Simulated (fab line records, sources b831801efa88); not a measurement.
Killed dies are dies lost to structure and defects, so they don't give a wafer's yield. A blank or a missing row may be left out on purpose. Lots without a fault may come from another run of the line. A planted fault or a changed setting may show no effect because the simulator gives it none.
fab line records | flow gf180mcu
record lots=5 wafers=15 last_day=34
route steps=602 shown V3@429 M4@456
lots that met no fault: from a run of the same line without faults
start_h: hours from the record's first day to the start of the lot's first wafer shown | wait_h: hours since the lot's step before | " the same as in the row above | L1.1+2: a row that stands for several wafers | - no value, or no start given | * or withheld: withheld | < > ~ a bound
route shown NAME@n: a module of which the file shows steps, and the number in the route of the first | usual: mean/standard deviation of fault-free wafers | same: alike in all rows | chamber/n: place in a boat | sites: the reading at each site | _std_site: their standard deviation | _edge_site: outer sites' mean less inner sites' | radius_mm: how far each site lies from the wafer's centre | mask NAME#n: copy n | behind: the tool/chamber that last shaped the wafer | hold: why the lot was held/for how many hours/how that ended | device: the transistor (n, p or np) that didn't switch | end of line: the same wafers' tests at the end of the route | a step without rows: its recipe alone | killed: dies lost to structure and defects at the first sort, not the wafer's yield | map: a wafer's dies, x killed, . not, _ none there
set.NAME: the setting as run; set.NAME@STEP: as run at that earlier step | model.NAME: the simulator's own value behind a step, which no gauge read
lots at some steps of the route; a table a step, a row a wafer
services: from which hour (start_h, from the record's first day; less than 0 if before it) a tool's chamber was out of use, for how many hours, and why
## steps
# step GF_V3_CVD_00
# recipe material=SiO2 target_thk_nm=600 sigma_open_frac=0.3 temp_c=400 time_s=100 sih4_flow_sccm=60 pressure_mtorr=6
# columns lot.wafer tool chamber start_h wait_h
L076.2+3+6 hdpcvd-01 0,2,0 507.14 0.0
L078.1+3+6 hdpcvd-01 1,0,2 522.60 0.0
L081.1+2+5 hdpcvd-02 0,1,1 549.45 0.1
L083.3+5+6 hdpcvd-02 1,0,2 566.70 0.0
L096.1+3+5 hdpcvd-02 2,0,0 662.99 0.0
# step GF_V3_THK_MEAS_01
# recipe reads=SiO2_of_V3_CVD_00
# usual V3_CVD_00_THK=599/7.4
# columns lot.wafer tool chamber start_h wait_h V3_CVD_00_THK[nm]
L076.2 film_metro-04 - 507.22 0.0 587
L076.3 " - " " 592
L076.6 " - " " 591
L078.1 film_metro-04 - 522.69 0.1 614
L078.3 " - " " 594
L078.6 " - " " 594
L081.1 film_metro-03 - 549.52 0.0 609
L081.2 " - " " 608
L081.5 " - " " 608
L083.3 film_metro-01 - 566.79 0.1 611
L083.5 " - " " 594
L083.6 " - " " 594
L096.1 film_metro-03 - 663.07 0.0 597
L096.3 " - " " 597
L096.5 " - " " 601
# step GF_V3_CVD_02
# recipe material=SiO2 target_thk_nm=850 precursor=TEOS temp_c=400 time_s=94.851 rf_w=600
# usual heater_power_outer_w=404/67 heater_power_w=702/90
# columns lot.wafer tool chamber start_h wait_h heater_power_outer_w heater_power_w
L076.2 pecvd-04 2 507.27 0.0 511 787
L076.3 " 1 " " 280 549
L076.6 " 0 " " 469 768
L078.1 pecvd-02 1 522.75 0.1 438 768
L078.3 " 2 " " 341 728
L078.6 " 2 " " 400 775
L081.1 pecvd-04 2 549.58 0.1 505 773
L081.2 " 0 " " 413 674
L081.5 " 0 " " 466 744
L083.3 pecvd-01 2 566.83 0.0 357 686
L083.5 " 0 " " 412 707
L083.6 " 2 " " 404 741
L096.1 pecvd-04 2 663.13 0.1 493 798
L096.3 " 1 " " 328 585
L096.5 " 2 " " 398 633
# step GF_V3_THK_MEAS_03
# recipe reads=SiO2_of_V3_CVD_02
# usual V3_CVD_02_THK=847/12
# columns lot.wafer tool chamber start_h wait_h V3_CVD_02_THK[nm]
L076.2 film_metro-01 - 507.35 0.0 841
L076.3 " - " " 836
L076.6 " - " " 833
L078.1 film_metro-01 - 522.82 0.0 864
L078.3 " - " " 842
L078.6 " - " " 859
L081.1 film_metro-01 - 549.65 0.0 839
L081.2 " - " " 818
L081.5 " - " " 834
L083.3 film_metro-03 - 566.92 0.1 816
L083.5 " - " " 858
L083.6 " - " " 843
L096.1 film_metro-04 - 663.20 0.0 842
L096.3 " - " " 839
L096.5 " - " " 860
# step GF_V3_CMP_04
# recipe material=SiO2 down_force_psi=4 platen_rpm=60 pad_velocity_m_s=0.94248
# usual motor_current_A=12.1/0.93 time_to_endpoint_s=78/7.6
# columns lot.wafer tool chamber start_h wait_h motor_current_A time_to_endpoint_s
L076.3 cmp-01 3 507.40 0.0 10.1 66
L076.2 " 2 " " 12.2 78
L076.6 " 3 " " 9.8 65
L078.1 cmp-02 0 522.88 0.1 12.8 88
L078.3 " 3 " " 12.5 87
L078.6 " 0 " " 12.5 88
L081.2 cmp-01 1 549.71 0.0 12.9 55
L081.1 " 0 " " 13.0 72
L081.5 " 1 " " 12.4 62
L083.3 cmp-02 1 567.06 0.1 12.8 67
L083.6 " 3 " " 11.8 91
L083.5 " 0 " " 11.9 86
L096.1 cmp-01 2 663.26 0.1 11.8 78
L096.3 " 0 " " 13.3 73
L096.5 " 2 " " 12.5 88
# step GF_V3_BOW_MEAS_05
# recipe mode=bow
# usual V3_BOW=118/8.6
# columns lot.wafer tool chamber start_h wait_h V3_BOW[um]
L076.2 film_metro-01 - 507.72 0.1 107
L076.3 " - " " 131
L076.6 " - " " 115
L078.1 film_metro-04 - 523.18 0.2 104
L078.3 " - " " 108
L078.6 " - " " 108
L081.1 film_metro-03 - 550.01 0.1 100
L081.2 " - " " 105
L081.5 " - " " 100
L083.3 film_metro-04 - 567.30 0.2 126
L083.5 " - " " 131
L083.6 " - " " 126
L096.1 film_metro-03 - 663.56 0.2 116
L096.3 " - " " 121
L096.5 " - " " 113
# step GF_V3_DEHYDRATE_06
# recipe temp_c=200 time_s=60
# usual heater_power_total_W=160.39/0.14
# columns lot.wafer tool chamber start_h wait_h heater_power_total_W
L076.2 litho_track-02 0 518.77 11.0 160.55
L076.3 " 0 " " 160.35
L076.6 " 0 " " 160.23
L078.1 litho_track-02 0 533.84 10.6 160.35
L078.3 " 0 " " 160.51
L078.6 " 0 " " 160.18
L081.1 litho_track-04 0 560.11 10.1 160.34
L081.2 " 0 " " 160.29
L081.5 " 0 " " 160.40
L083.3 litho_track-01 0 577.18 9.9 160.64
L083.5 " 0 " " 160.60
L083.6 " 0 " " 160.51
L096.1 litho_track-01 0 672.83 9.2 160.36
L096.3 " 0 " " 160.25
L096.5 " 0 " " 160.57
# step GF_V3_HMDS_07
# recipe prime_time_s=60 prime_temp_c=120
# columns lot.wafer tool chamber start_h wait_h
L076.2+3+6 litho_track-02 0 518.92 0.1
L078.1+3+6 litho_track-02 0 533.99 0.1
L081.1+2+5 litho_track-04 0 560.26 0.1
L083.3+5+6 litho_track-01 0 577.33 0.1
L096.1+3+5 litho_track-01 0 672.98 0.1
# step GF_V3_COAT_08
# recipe resist=BARC temp_c=withheld time_s=withheld spin_rpm=withheld resist_thk_nm=withheld
# usual dispense_pressure_kPa=45.6/1.2
# columns lot.wafer tool chamber start_h wait_h dispense_pressure_kPa
L076.2 litho_track-02 0 519.07 0.1 44.1
L076.3 " 0 " " 44.0
L076.6 " 0 " " 44.1
L078.1 litho_track-02 0 534.14 0.1 44.1
L078.3 " 0 " " 44.1
L078.6 " 0 " " 44.0
L081.1 litho_track-04 0 560.41 0.1 45.9
L081.2 " 0 " " 46.0
L081.5 " 0 " " 45.9
L083.3 litho_track-01 0 577.48 0.1 47.0
L083.5 " 0 " " 47.1
L083.6 " 0 " " 47.1
L096.1 litho_track-01 0 673.13 0.1 47.0
L096.3 " 0 " " 47.0
L096.5 " 0 " " 47.0
# step GF_V3_COAT_09
# recipe resist=KrF spin_rpm=withheld resist_thk_nm=1000
# usual dispense_pressure_kPa=45.6/1.2
# columns lot.wafer tool chamber start_h wait_h dispense_pressure_kPa
L076.2 litho_track-02 0 - - 44.1
L076.3 " 0 " " 44.0
L076.6 " 0 " " 44.0
L078.1 litho_track-02 0 - - 44.1
L078.3 " 0 " " 44.1
L078.6 " 0 " " 44.0
L081.1 litho_track-04 0 - - 46.0
L081.2 " 0 " " 45.9
L081.5 " 0 " " 46.0
L083.3 litho_track-01 0 - - 47.0
L083.5 " 0 " " 47.1
L083.6 " 0 " " 47.1
L096.1 litho_track-01 0 - - 46.9
L096.3 " 0 " " 47.0
L096.5 " 0 " " 47.0
# step GF_V3_SOFTBAKE_10
# recipe temp_c=130 time_s=60 resist=KrF
# usual heater_power_total_W=93.05/0.06
# columns lot.wafer tool chamber start_h wait_h heater_power_total_W
L076.2 litho_track-02 0 - - 93.05
L076.3 " 0 " " 93.03
L076.6 " 0 " " 93.08
L078.1 litho_track-02 0 - - 93.07
L078.3 " 0 " " 93.07
L078.6 " 0 " " 93.09
L081.1 litho_track-04 0 - - 93.04
L081.2 " 0 " " 92.99
L081.5 " 0 " " 93.13
L083.3 litho_track-01 0 - - 92.95
L083.5 " 0 " " 93.05
L083.6 " 0 " " 93.11
L096.1 litho_track-01 0 - - 93.07
L096.3 " 0 " " 93.06
L096.5 " 0 " " 93.07
# step GF_V3_EXPOSE_11
# recipe mask_id=Via3 target_cd_nm=260 na=0.68 source_shape=conventional sigma_outer=0.6 dose_mj=38
# same sigma_outer=0.6
# columns lot.wafer tool chamber start_h wait_h mask
L076.2+3+6 krf_scanner-02 0 - - Via3#0
L078.1+3+6 krf_scanner-01 0 - - Via3#0
L081.1+2+5 krf_scanner-01 0 - - Via3#0
L083.3+5+6 krf_scanner-02 0 - - Via3#0
L096.1+3+5 krf_scanner-02 0 - - Via3#0
# step GF_V3_PEB_12
# recipe peb_temp_c=135 peb_time_s=90 resist=KrF
# usual heater_power_total_W=85.70/0.088
# columns lot.wafer tool chamber start_h wait_h heater_power_total_W
L076.2 litho_track-01 0 - - 85.53
L076.3 " 0 " " 85.66
L076.6 " 0 " " 85.57
L078.1 litho_track-01 0 - - 85.87
L078.3 " 0 " " 85.73
L078.6 " 0 " " 85.77
L081.1 litho_track-02 0 - - 85.55
L081.2 " 0 " " 85.64
L081.5 " 0 " " 85.61
L083.3 litho_track-01 0 - - 85.81
L083.5 " 0 " " 85.76
L083.6 " 0 " " 85.65
L096.1 litho_track-02 0 - - 85.57
L096.3 " 0 " " 85.63
L096.5 " 0 " " 85.62
# step GF_V3_DEVELOP_13
# recipe develop_time_s=60 resist=KrF dev_temp_c=21
# columns lot.wafer tool chamber start_h wait_h
L076.2+3+6 litho_track-01 0 531.05 0.2
L078.1+3+6 litho_track-01 0 545.63 0.2
L081.1+2+5 litho_track-02 0 571.39 0.2
L083.3+5+6 litho_track-01 0 588.68 0.1
L096.1+3+5 litho_track-02 0 682.54 0.2
# step GF_V3_CD_MEAS_14
# recipe target_cd_nm=260
# usual cd_nm=260.0/1.3
# columns lot.wafer tool chamber start_h wait_h cd_nm
L076.2 cd_sem-02 - 531.20 0.1 258.2
L076.3 " - " " 260.3
L076.6 " - " " 259.9
L078.1 cd_sem-01 - 545.78 0.1 261.5
L078.3 " - " " 262.0
L078.6 " - " " 260.9
L081.1 cd_sem-01 - 571.54 0.1 259.2
L081.2 " - " " 259.7
L081.5 " - " " 259.5
L083.3 cd_sem-01 - 588.82 0.1 257.3
L083.5 " - " " 258.2
L083.6 " - " " 258.6
L096.1 cd_sem-02 - 682.69 0.1 259.6
L096.3 " - " " 258.3
L096.5 " - " " 259.5
# step GF_V3_OVL_MEAS_15
# usual V3_OVL=-2/5.5
# columns lot.wafer tool chamber start_h wait_h V3_OVL[nm]
L076.2 overlay-02 - 531.30 0.1 -14
L076.3 " - " " -18
L076.6 " - " " -10
L078.1 overlay-01 - 545.90 0.1 -4
L078.3 " - " " -11
L078.6 " - " " 0
L081.1 overlay-02 - 571.66 0.1 -6
L081.2 " - " " 3
L081.5 " - " " -6
L083.3 overlay-02 - 588.91 0.1 -7
L083.5 " - " " 4
L083.6 " - " " -2
L096.1 overlay-02 - 682.81 0.1 -2
L096.3 " - " " 1
L096.5 " - " " -4
# step GF_V3_ETCH_16
# recipe chemistry=N2/H2 target_depth_a=withheld overetch_a=withheld time_s=withheld target=BARC ion_energy_ev=200 source_w=500 bias_w=100 pressure_mtorr=30 n2_flow_sccm=100 h2_flow_sccm=200
# usual drypump_motor_current_A=6.0/0.33 n2_flow_sccm=100.05/0.29 oes_product_au=0.854/0.005 throttle_valve_pct=13.224/0.0091
# columns lot.wafer tool chamber start_h wait_h drypump_motor_current_A n2_flow_sccm oes_product_au throttle_valve_pct
L076.2 rie_diel-04 3 531.33 0.0 6.1 100.65 0.848 13.233
L076.3 " 1 " " 6.0 99.50 0.856 13.229
L076.6 " 1 " " 5.9 99.89 0.870 13.224
L078.1 rie_diel-04 1 545.93 0.0 6.0 100.01 0.855 13.217
L078.3 " 3 " " 6.1 99.99 0.863 13.208
L078.6 " 3 " " 6.1 99.92 0.853 13.204
L081.1 rie_diel-04 0 571.70 0.0 6.4 100.10 0.846 13.213
L081.2 " 1 " " 5.9 100.05 0.852 13.235
L081.5 " 0 " " 6.4 100.07 0.854 13.232
L083.3 rie_diel-01 2 588.93 0.0 5.0 100.66 0.859 13.216
L083.5 " 3 " " 5.9 99.89 0.851 13.223
L083.6 " 2 " " 5.0 100.52 0.855 13.221
L096.1 rie_diel-04 0 682.85 0.0 6.4 100.57 0.852 13.213
L096.3 " 2 " " 5.9 99.74 0.855 13.242
L096.5 " 2 " " 5.9 99.85 0.856 13.231
# step GF_V3_ETCH_17
# recipe chemistry=C4F8/O2/Ar mask_material=KrF target=SiO2 stop_on=TiN source_w=1500 bias_w=1200 pressure_mtorr=40 c4f8_flow_sccm=withheld O2_flow_sccm=6 Ar_flow_sccm=300 time_s=withheld target_depth_a=6350
# usual oes_product_au=0.856/0.004
# columns lot.wafer tool chamber start_h wait_h oes_product_au
L076.2 rie_diel-04 3 - - 0.854
L076.3 " 1 " " 0.855
L076.6 " 1 " " 0.855
L078.1 rie_diel-04 1 - - 0.859
L078.3 " 3 " " 0.861
L078.6 " 3 " " 0.859
L081.1 rie_diel-04 0 - - 0.863
L081.2 " 1 " " 0.856
L081.5 " 0 " " 0.855
L083.3 rie_diel-01 2 - - 0.862
L083.5 " 3 " " 0.854
L083.6 " 2 " " 0.858
L096.1 rie_diel-04 0 - - 0.853
L096.3 " 2 " " 0.853
L096.5 " 2 " " 0.863
# step GF_V3_STRIP_18
# recipe chemistry=O2/N2 power_w=1400 pressure_mtorr=1500 platen_temp_c=250 o2_flow_sccm=3000 n2_flow_sccm=300 overash_fraction=0.5
# usual drypump_motor_current_A=5.6/0.44 heater_power_w=366/48 n2_flow_sccm=300.1/0.87 oes_product_au=0.592/0.0047
# columns lot.wafer tool chamber start_h wait_h drypump_motor_current_A heater_power_w n2_flow_sccm oes_product_au rf_hours_counter_h
L076.2 plasma_asher-02 0 531.46 - 5.2 313 299.0 0.594 63
L076.3 " 1 " " 5.2 417 300.3 0.591 -
L076.6 " 1 " " 5.2 410 300.2 0.583 -
L078.1 plasma_asher-02 1 546.13 - 5.1 418 299.9 0.591 65
L078.3 " 1 " " 5.1 415 299.5 0.592 -
L078.6 " 0 " " 5.1 312 298.9 0.596 -
L081.1 plasma_asher-02 0 571.83 - 5.1 314 301.1 0.581 68
L081.2 " 1 " " 5.2 420 301.0 0.586 68
L081.5 " 0 " " 5.1 312 299.7 0.594 -
L083.3 plasma_asher-02 0 589.10 - 5.1 314 300.6 0.587 -
L083.5 " 1 " " 5.2 412 299.9 0.597 -
L083.6 " 0 " " 5.1 319 301.6 0.588 -
L096.1 plasma_asher-04 0 682.97 - 5.9 397 299.9 0.594 24
L096.3 " 1 " " 6.1 315 302.3 0.589 -
L096.5 " 1 " " 6.1 310 300.4 0.591 -
# step GF_V3_STRIP_19
# recipe chemistry=post_etch_residue_remover time_s=1200 temp_c=72.5
# columns lot.wafer tool chamber start_h wait_h
L076.2+3+6 wet_bench-04 2 531.56 0.1
L078.1+3+6 wet_bench-04 1 546.23 0.1
L081.1+2+5 wet_bench-01 0 571.93 0.1
L083.3+5+6 wet_bench-04 0 589.16 0.0
L096.1+3+5 wet_bench-03 1 683.14 0.1
# step GF_V3_CLEAN_20
# recipe chemistry=DIW dry=n2_spin
# columns lot.wafer tool chamber start_h wait_h
L076.2+3+6 wet_bench-03 0 531.94 0.0
L078.1+3+6 wet_bench-01 1 546.60 0.0
L081.1+2+5 wet_bench-03 1 572.27 0.0
L083.3+5+6 wet_bench-01 2 589.50 0.0
L096.1+3+5 wet_bench-03 3 683.48 0.0
# step GF_V3_SPUTTER_21
# recipe material=Ti target_thk_nm=15 chamber_pressure_pa=5 power_w=2500 substrate_temp_c=200 time_s=80.02
# usual chamber_pressure_pa=4.999/0.0092 throttle_valve_pct=30.7/0.61
# columns lot.wafer tool chamber start_h wait_h chamber_pressure_pa throttle_valve_pct
L076.2 pvd_sputter-02 - 532.04 0.0 5.003 29.9
L076.3 " - " " 5.008 30.4
L076.6 " - " " 5.002 30.1
L078.1 pvd_sputter-04 - 546.69 0.0 4.998 30.6
L078.3 " - " " 4.996 31.2
L078.6 " - " " 4.996 31.1
L081.1 pvd_sputter-01 - 572.36 0.0 4.975 29.8
L081.2 " - " " 4.971 31.8
L081.5 " - " " 4.995 31.8
L083.3 pvd_sputter-01 - 589.60 0.0 4.995 30.3
L083.5 " - " " 5.011 29.8
L083.6 " - " " 4.992 32.0
L096.1 pvd_sputter-04 - 683.57 0.0 4.990 30.6
L096.3 " - " " 5.005 30.7
L096.5 " - " " 4.989 30.6
# step GF_V3_SPUTTER_22
# recipe material=TiN target_thk_nm=10 chamber_pressure_pa=5 power_w=4000 time_s=40
# usual chamber_pressure_pa=5.001/0.0094 throttle_valve_pct=30.7/0.62
# columns lot.wafer tool chamber start_h wait_h chamber_pressure_pa throttle_valve_pct
L076.2 pvd_sputter-02 - 540.97 8.9 5.018 29.5
L076.3 " - " " 4.989 30.3
L076.6 " - " " 4.988 29.8
L078.1 pvd_sputter-04 - 546.75 0.0 5.007 30.7
L078.3 " - " " 4.977 30.9
L078.6 " - " " 4.991 31.2
L081.1 pvd_sputter-01 - 572.42 0.0 5.003 29.7
L081.2 " - " " 5.016 31.9
L081.5 " - " " 5.000 31.8
L083.3 pvd_sputter-01 - 589.66 0.0 4.996 30.4
L083.5 " - " " 5.017 29.7
L083.6 " - " " 4.995 31.7
L096.1 pvd_sputter-04 - 683.63 0.0 5.006 30.7
L096.3 " - " " 4.987 30.7
L096.5 " - " " 5.001 30.7
# step GF_V3_CVD_23
# recipe material=W target_thk_nm=350 time_s=104.9 temp_c=400 pressure_torr=40
# usual heater_power_outer_w=505/54 heater_power_w=823/58
# columns lot.wafer tool chamber start_h wait_h heater_power_outer_w heater_power_w
L076.2 cvd_w-01 0 541.01 0.0 507 858
L076.3 " 1 " " 466 786
L076.6 " 1 " " 451 780
L078.1 cvd_w-02 1 546.79 0.0 589 909
L078.3 " 1 " " 581 877
L078.6 " 0 " " 471 738
L081.1 cvd_w-02 1 572.46 0.0 589 897
L081.2 " 0 " " 455 747
L081.5 " 0 " " 468 749
L083.3 cvd_w-01 1 589.73 0.1 453 777
L083.5 " 1 " " 450 793
L083.6 " 0 " " 513 859
L096.1 cvd_w-02 0 683.67 0.0 484 754
L096.3 " 0 " " 455 743
L096.5 " 0 " " 480 761
# step GF_V3_RS_MEAS_24
# recipe thk_meas_gauge=four-point-probe reads=W_of_V3_CVD_23+TiN_of_V3_SPUTTER_22+Ti_of_V3_SPUTTER_21
# usual V3_W_RS=0.327/0.0037
# columns lot.wafer tool chamber start_h wait_h V3_W_RS[ohm/sq]
L076.2 film_metro-03 - 541.14 0.1 0.326
L076.3 " - " " 0.325
L076.6 " - " " 0.321
L078.1 film_metro-03 - 546.90 0.1 0.329
L078.3 " - " " 0.326
L078.6 " - " " 0.327
L081.1 film_metro-03 - 572.57 0.1 0.325
L081.2 " - " " 0.327
L081.5 " - " " 0.326
L083.3 film_metro-03 - 589.85 0.1 0.327
L083.5 " - " " 0.328
L083.6 " - " " 0.329
L096.1 film_metro-01 - 683.78 0.1 0.334
L096.3 " - " " 0.334
L096.5 " - " " 0.332
# step GF_V3_THK_MEAS_25
# recipe thk_meas_gauge=xrf reads=W_of_V3_CVD_23
# usual V3_W_THK=351/4.7
# columns lot.wafer tool chamber start_h wait_h V3_W_THK[nm]
L076.2 film_metro-03 - 541.25 0.1 353
L076.3 " - " " 354
L076.6 " - " " 357
L078.1 film_metro-03 - 547.02 0.1 349
L078.3 " - " " 350
L078.6 " - " " 350
L081.1 film_metro-03 - 572.69 0.1 352
L081.2 " - " " 352
L081.5 " - " " 352
L083.3 film_metro-03 - 589.95 0.1 348
L083.5 " - " " 348
L083.6 " - " " 350
L096.1 film_metro-01 - 683.90 0.1 345
L096.3 " - " " 346
L096.5 " - " " 347
# step GF_V3_CMP_26
# recipe stop_on=SiO2 down_force_psi=3.5 platen_rpm=60 t_overpolish_s=15 target_thk_nm=0 pad_velocity_m_s=0.94248
# usual motor_current_A=11.1/0.84 overpolish_run_s=15.000/0.0092 time_to_endpoint_s=83/5.9
# same t_overpolish_s=15
# columns lot.wafer tool chamber start_h wait_h motor_current_A overpolish_run_s time_to_endpoint_s
L076.3 cmp-01 3 541.35 0.1 9.5 15.012 80
L076.2 " 1 " " 11.5 14.984 75
L076.6 " 3 " " 9.3 14.998 80
L078.1 cmp-02 2 547.13 0.1 10.7 15.003 83
L078.3 " 3 " " 10.9 14.980 91
L078.6 " 2 " " 10.7 15.000 88
L081.1 cmp-01 3 572.79 0.1 9.1 14.987 81
L081.2 " 1 " " 11.7 14.986 76
L081.5 " 3 " " 9.6 15.006 82
L083.3 cmp-01 1 590.09 0.1 11.3 14.984 76
L083.6 " 3 " " 9.3 14.989 78
L083.5 " 0 " " 11.7 15.000 84
L096.1 cmp-02 0 684.50 0.6 11.2 14.995 80
L096.3 " 2 " " 11.0 14.998 80
L096.5 " 0 " " 11.3 14.988 82
# step GF_M4_SPUTTER_00
# recipe material=Ti target_thk_nm=37.5 arriving_ion_energy_ev=80 substrate_temp_c=200 chamber_pressure_pa=2 power_w=4000 time_s=150
# usual chamber_pressure_pa=2.000/0.0041 throttle_valve_pct=30.4/0.7
# columns lot.wafer tool chamber start_h wait_h chamber_pressure_pa throttle_valve_pct
L076.2 pvd_sputter-01 - 541.60 0.1 2.002 30.6
L076.3 " - " " 1.997 32.0
L076.6 " - " " 2.000 30.6
L078.1 pvd_sputter-03 - 547.38 0.2 2.003 31.0
L078.3 " - " " 2.003 29.8
L078.6 " - " " 1.998 29.6
L081.1 pvd_sputter-02 - 573.09 0.2 2.002 29.9
L081.2 " - " " 1.995 29.5
L081.5 " - " " 1.996 29.2
L083.3 pvd_sputter-03 - 590.29 0.1 1.999 30.1
L083.5 " - " " 2.000 30.2
L083.6 " - " " 1.997 29.7
L096.1 pvd_sputter-03 - 684.80 0.2 2.003 30.2
L096.3 " - " " 1.995 31.1
L096.5 " - " " 2.001 31.0
# step GF_M4_SPUTTER_01
# recipe material=TiN target_thk_nm=30 power_w=6500 time_s=25 chamber_pressure_pa=0.4
# usual chamber_pressure_pa=0.4001/0.00074 throttle_valve_pct=30.4/0.69
# columns lot.wafer tool chamber start_h wait_h chamber_pressure_pa throttle_valve_pct
L076.2 pvd_sputter-01 - 541.70 0.1 0.4014 30.6
L076.3 " - " " 0.3993 31.9
L076.6 " - " " 0.4001 30.8
L078.1 pvd_sputter-03 - 547.48 0.1 0.4004 31.2
L078.3 " - " " 0.3995 29.6
L078.6 " - " " 0.4003 29.9
L081.1 pvd_sputter-02 - 573.19 0.1 0.3997 29.4
L081.2 " - " " 0.4000 29.7
L081.5 " - " " 0.3996 29.9
L083.3 pvd_sputter-03 - 590.39 0.1 0.3999 30.4
L083.5 " - " " 0.3989 30.2
L083.6 " - " " 0.4003 29.8
L096.1 pvd_sputter-03 - 684.90 0.1 0.3991 30.2
L096.3 " - " " 0.3997 31.0
L096.5 " - " " 0.3998 31.3
# step GF_M4_SPUTTER_02
# recipe material=AlCu target_thk_nm=450 power_w=10600 time_s=23.9 chamber_pressure_pa=0.4
# usual chamber_pressure_pa=0.3999/0.00082 throttle_valve_pct=30.4/0.67
# columns lot.wafer tool chamber start_h wait_h chamber_pressure_pa throttle_valve_pct
L076.2 pvd_sputter-01 - 541.73 0.0 0.4003 30.8
L076.3 " - " " 0.3981 31.7
L076.6 " - " " 0.3994 30.8
L078.1 pvd_sputter-03 - 547.51 0.0 0.4015 31.0
L078.3 " - " " 0.3996 29.7
L078.6 " - " " 0.3990 29.6
L081.1 pvd_sputter-02 - 573.22 0.0 0.3992 29.8
L081.2 " - " " 0.3999 29.5
L081.5 " - " " 0.3991 29.9
L083.3 pvd_sputter-03 - 590.42 0.0 0.3998 30.1
L083.5 " - " " 0.4019 30.0
L083.6 " - " " 0.4011 30.0
L096.1 pvd_sputter-03 - 684.93 0.0 0.3994 30.2
L096.3 " - " " 0.4010 30.8
L096.5 " - " " 0.4002 31.0
# step GF_M4_SPUTTER_03
# recipe material=Ti target_thk_nm=10 substrate_temp_c=300 chamber_pressure_pa=0.3 power_w=3000 time_s=6.7
# usual chamber_pressure_pa=0.2999/0.00056 throttle_valve_pct=30.4/0.69
# columns lot.wafer tool chamber start_h wait_h chamber_pressure_pa throttle_valve_pct
L076.2 pvd_sputter-01 - 541.76 0.0 0.2994 30.7
L076.3 " - " " 0.3002 31.8
L076.6 " - " " 0.3002 30.3
L078.1 pvd_sputter-03 - 547.54 0.0 0.3000 31.1
L078.3 " - " " 0.2994 29.6
L078.6 " - " " 0.2991 29.7
L081.1 pvd_sputter-02 - 573.25 0.0 0.2997 29.7
L081.2 " - " " 0.2994 29.4
L081.5 " - " " 0.2999 29.7
L083.3 pvd_sputter-03 - 590.45 0.0 0.2996 30.1
L083.5 " - " " 0.2999 30.5
L083.6 " - " " 0.3004 29.9
L096.1 pvd_sputter-03 - 684.96 0.0 0.3000 30.5
L096.3 " - " " 0.3001 31.0
L096.5 " - " " 0.3005 31.0
# step GF_M4_SPUTTER_04
# recipe material=TiN target_thk_nm=50 power_w=6500 time_s=41.7 chamber_pressure_pa=0.4
# usual chamber_pressure_pa=0.3999/0.00083 throttle_valve_pct=30.4/0.67
# columns lot.wafer tool chamber start_h wait_h chamber_pressure_pa throttle_valve_pct
L076.2 pvd_sputter-01 - 541.78 0.0 0.3991 30.7
L076.3 " - " " 0.4013 31.9
L076.6 " - " " 0.3991 30.8
L078.1 pvd_sputter-03 - 547.56 0.0 0.4002 31.0
L078.3 " - " " 0.3995 29.9
L078.6 " - " " 0.4008 30.0
L081.1 pvd_sputter-02 - 573.27 0.0 0.3991 30.0
L081.2 " - " " 0.3997 29.6
L081.5 " - " " 0.3997 29.9
L083.3 pvd_sputter-03 - 590.47 0.0 0.4008 30.4
L083.5 " - " " 0.3988 30.2
L083.6 " - " " 0.3981 29.6
L096.1 pvd_sputter-03 - 684.98 0.0 0.4000 29.9
L096.3 " - " " 0.4002 31.0
L096.5 " - " " 0.4008 30.8
# step GF_M4_RS_MEAS_05
# recipe thk_meas_gauge=four-point-probe reads=TiN_of_M4_SPUTTER_04+Ti_of_M4_SPUTTER_03+AlCu_of_M4_SPUTTER_02+TiN_of_M4_SPUTTER_01+Ti_of_M4_SPUTTER_00
# usual M4_ALCU_RS=0.0697/0.00097
# columns lot.wafer tool chamber start_h wait_h M4_ALCU_RS[ohm/sq]
L076.2 film_metro-04 - 541.84 0.0 0.0689
L076.3 " - " " 0.0715
L076.6 " - " " 0.0688
L078.1 film_metro-03 - 547.60 0.0 0.0691
L078.3 " - " " 0.0709
L078.6 " - " " 0.0713
L081.1 film_metro-03 - 573.31 0.0 0.0684
L081.2 " - " " 0.0699
L081.5 " - " " 0.0711
L083.3 film_metro-02 - 590.55 0.1 0.0698
L083.5 " - " " 0.0695
L083.6 " - " " 0.0701
L096.1 film_metro-04 - 685.02 0.0 0.0706
L096.3 " - " " 0.0706
L096.5 " - " " 0.0705
## services
# columns tool chamber start_h hours kind
plasma_asher-02 - 490.70 4.3 pm
cmp-02 - 493.09 2.4 repair
plasma_asher-02 - 497.60 28.1 pm
rie_diel-04 2 532.42 16.6 repair
cmp-02 - 534.39 1.1 repair
pvd_sputter-02 - 535.11 0.8 repair
rie_diel-04 - 537.10 1.4 repair
pvd_sputter-03 - 539.03 2.9 repair
pvd_sputter-01 - 549.11 15.1 repair
plasma_asher-02 - 549.54 0.4 repair
rie_diel-04 0 552.44 3.6 repair
cmp-01 - 552.76 0.8 repair
cmp-02 - 556.67 3.4 repair
pvd_sputter-02 - 561.87 4.2 repair
cmp-01 - 599.53 5.1 repair
cmp-01 - 604.18 0.4 repair
pvd_sputter-02 - 612.46 3.1 repair
cmp-01 - 630.20 4.3 repair
rie_diel-04 - 639.27 2.8 pm
rie_diel-04 1 653.94 8.5 repair
pvd_sputter-03 - 654.61 0.5 repair
cmp-01 - 670.01 19.9 repair
pvd_sputter-01 - 670.12 3.8 repair
cmp-01 - 678.46 0.8 repair
## key
fault none
